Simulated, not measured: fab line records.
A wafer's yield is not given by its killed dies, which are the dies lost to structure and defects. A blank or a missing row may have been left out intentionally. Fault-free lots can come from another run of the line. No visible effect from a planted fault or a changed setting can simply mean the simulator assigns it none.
Which tool is to blame? | flow sky130 | Sampling: 22 lots, 66 wafers, 2 of 708 route steps

WHAT THE GAUGES READ, wafer by wafer
SKY_VIA3_OVL_MEAS_13.
lot  | measured     | on         | VIA3_OVL (nm)
L074 | day 39 07:18 | overlay-02 | -2 -8 0
L075 | day 40 03:18 | overlay-01 | -7 0 7
L076 | day 40 04:00 | overlay-01 | -18 -1 -12
L077 | day 41 00:11 | overlay-02 | 2 7 4
L078 | day 41 04:42 | overlay-02 | 3 -3 1
L079 | day 41 22:33 | overlay-02 | 1 7 4
L080 | day 41 19:09 | overlay-02 | 3 -3 -4
L082 | day 42 08:56 | overlay-02 | 0 -4 4
L083 | day 43 06:23 | overlay-02 | -2 6 -5
L084 | day 43 03:02 | overlay-02 | -12 -6 2
L086 | day 43 12:45 | overlay-01 | 2 9 -1
L085 | day 43 12:57 | overlay-02 | 7 7 10
L087 | day 43 10:59 | overlay-02 | 0 -2 -2
L088 | day 43 15:02 | overlay-01 | -8 -5 -2
L089 | day 44 02:29 | overlay-01 | 5 0 -2
L090 | day 44 05:43 | overlay-02 | 6 1 4
L091 | day 44 14:04 | overlay-02 | -6 -11 -6
L092 | day 44 14:17 | overlay-01 | 2 -4 10
L093 | day 45 06:38 | overlay-01 | 1 -2 1
L095 | day 45 15:16 | overlay-02 | -5 -2 -1
L096 | day 45 20:21 | overlay-02 | -11 -5 -4
L097 | day 45 23:30 | overlay-01 | -1 3 -6

EACH LOT AND THE TOOL THAT RAN IT (in order: tool; ch and the chambers of the sampled wafers; start)
lot  | SKY_VT_ADJUST_PCH_STRIP_09
L074 | plasmaAsher-04 ch 0,1, day 10 02:31
L075 | plasmaAsher-01 ch 0,1, day 10 14:24
L076 | plasmaAsher-01 ch 0,1, day 10 19:31
L077 | plasmaAsher-02 ch 0,1, day 11 12:30
L078 | plasmaAsher-02 ch 1, day 11 17:10
L079 | plasmaAsher-02 ch 0,1, day 12 03:23
L080 | plasmaAsher-04 ch 0,1, day 12 09:06
L082 | plasmaAsher-02 ch 0,1, day 13 00:50
L083 | plasmaAsher-02 ch 0,1, day 13 20:04
L084 | plasmaAsher-01 ch 0,1, day 14 00:10
L086 | plasmaAsher-01 ch 0,1, day 14 08:21
L085 | plasmaAsher-01 ch 0,1, day 14 09:30
L087 | plasmaAsher-02 ch 0,1, day 14 13:26
L088 | plasmaAsher-01 ch 0,1, day 14 18:13
L089 | plasmaAsher-04 ch 0,1, day 15 05:50
L090 | plasmaAsher-01 ch 0,1, day 15 13:59
L091 | plasmaAsher-04 ch 0, day 15 20:14
L092 | plasmaAsher-01 ch 0,1, day 16 00:18
L093 | plasmaAsher-02 ch 0,1, day 16 16:02
L095 | plasmaAsher-04 ch 0,1, day 17 04:50
L096 | plasmaAsher-02 ch 0,1, day 17 10:53
L097 | plasmaAsher-02 ch 0,1, day 17 17:11
- SKY_VT_ADJUST_PCH_STRIP_09: strips in O2/N2.

WHAT THE TOOLS THEMSELVES READ (means of the sampled wafers that have a number; where no wafer has one, the mark that the record gives instead)
SKY_VT_ADJUST_PCH_STRIP_09.
lot  | tool           | drypumpMotorCurrentA (A) | n2FlowSccm (sccm) | o2FlowSccm (sccm) | oesProductAu (a.u.) | stripTimeToEndpointS (s)
L074 | plasmaAsher-04 | 5.3                      | 299.6             | 3006              | 0.726               | 36.93
L075 | plasmaAsher-01 | 5.6                      | 300.4             | 2995              | 0.725               | 36.75
L076 | plasmaAsher-01 | 5.6                      | 300.3             | 3003              | 0.721               | 36.78
L077 | plasmaAsher-02 | 5.9                      | 300.9             | 2998              | 0.722               | 36.76
L078 | plasmaAsher-02 | 5.8                      | 299.8             | 3002              | 0.718               | 36.84
L079 | plasmaAsher-02 | 5.9                      | 300.2             | 3001              | 0.725               | 36.94
L080 | plasmaAsher-04 | 5.8                      | 301.0             | 2998              | 0.724               | 36.82
L082 | plasmaAsher-02 | 5.9                      | 299.5             | 3000              | 0.726               | 36.89
L083 | plasmaAsher-02 | 5.9                      | 299.7             | 3000              | 0.723               | 36.86
L084 | plasmaAsher-01 | 5.9                      | 299.8             | 2990              | 0.722               | 36.92
L086 | plasmaAsher-01 | 5.5                      | 298.6             | 3003              | 0.725               | 36.97
L085 | plasmaAsher-01 | 5.9                      | 299.9             | 2998              | 0.718               | 37.10
L087 | plasmaAsher-02 | 5.9                      | 299.4             | 3000              | 0.721               | 37.10
L088 | plasmaAsher-01 | 5.5                      | 299.5             | 3010              | 0.722               | 36.92
L089 | plasmaAsher-04 | 5.7                      | 300.2             | 3003              | 0.726               | 37.00
L090 | plasmaAsher-01 | 5.9                      | 300.9             | 3010              | 0.722               | 36.98
L091 | plasmaAsher-04 | 4.9                      | 300.5             | 3007              | 0.724               | 37.01
L092 | plasmaAsher-01 | 5.9                      | 299.2             | 2995              | 0.724               | 36.83
L093 | plasmaAsher-02 | 5.9                      | 299.2             | 3004              | 0.727               | 36.87
L095 | plasmaAsher-04 | 5.3                      | 299.8             | 2998              | 0.719               | 37.09
L096 | plasmaAsher-02 | 5.9                      | 300.1             | 2997              | 0.726               | 36.73
L097 | plasmaAsher-02 | 5.9                      | 300.0             | 3009              | 0.721               | 37.04

THE ANSWER, worked out from the rows above alone
Rule: the lots themselves supply what counts as usual. Put in order of their means at a reading, lots are off if they are a third of the lots or fewer, leave a main group of 4 or more, and stand apart from it by a gap of 3 or more times the standard deviation of the main group's means; of several such gaps the widest counts. A main group whose means are all the same, to the digits that the tables above print for the reading, isn't used. Also off: a lot with no number at a reading for which 4 or more lots have one. Where the step has rows for the other lots, those lots are counted as sound. The gauges are gone through in route order, then the tools' own readings, and for those a lot's mean is taken as printed above. At the first step where some lot is off, the reading lying furthest off is the one used; lots without a number count as furthest.
None of the lots is off at any reading shown; this tells nothing.

WHAT WAS PUT IN BY THE SIMULATOR
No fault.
